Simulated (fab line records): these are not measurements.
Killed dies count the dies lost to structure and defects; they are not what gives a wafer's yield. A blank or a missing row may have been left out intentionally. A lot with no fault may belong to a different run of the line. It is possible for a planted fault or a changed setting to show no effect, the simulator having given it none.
Chamber matching	flow gf180mcu	3 sister chambers for GF_V1_CVD_02 on pecvd-02
The step deposits SiO2 from TEOS, target thk 850 nm, time 94.851 s. 3 wafers are shown with their chamber, then 8 later ones without.

## EACH WAFER AND ITS CHAMBER
wafer	chamber	heater power w (W)
L826.4	0	522
L828.5	1	861
L831.1	2	746

## WAFERS WITH NO CHAMBER GIVEN
wafer	heater power w (W)
L831.2	864
L831.6	795
L833.1	814
L833.2	522
L833.3	629
L838.1	666
L838.2	806
L838.3	784

## WHICH CHAMBER EACH ONE RAN IN
wafer	from the rows above	in truth
L831.2	can't be placed: 1 or 2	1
L831.6	can't be placed: 2 or 1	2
L833.1	can't be placed: 1 or 2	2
L833.2	0	0
L833.3	can't be placed: 0 or 2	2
L838.1	can't be placed: 2 or 0 or 1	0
L838.2	can't be placed: 1 or 2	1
L838.3	can't be placed: 2 or 1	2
Placed correctly: 1 of 8. Not placeable from these rows: 7 (in 7, the candidates include the true chamber). Placed wrongly: 0.
How it was worked out, from the rows above alone: a wafer's distance from a chamber is the root of the sum, over the readings, of the square of ((its reading less the chamber's mean) divided by the reading's scatter). If the next closest chamber is less than 2 further off than the closest, the wafer can't be placed; otherwise it belongs to the closest. A chamber's mean is the mean of its shown wafers. The scatter: root of mean squared gap, hidden wafer to nearest shown wafer, with one shown wafer a chamber.
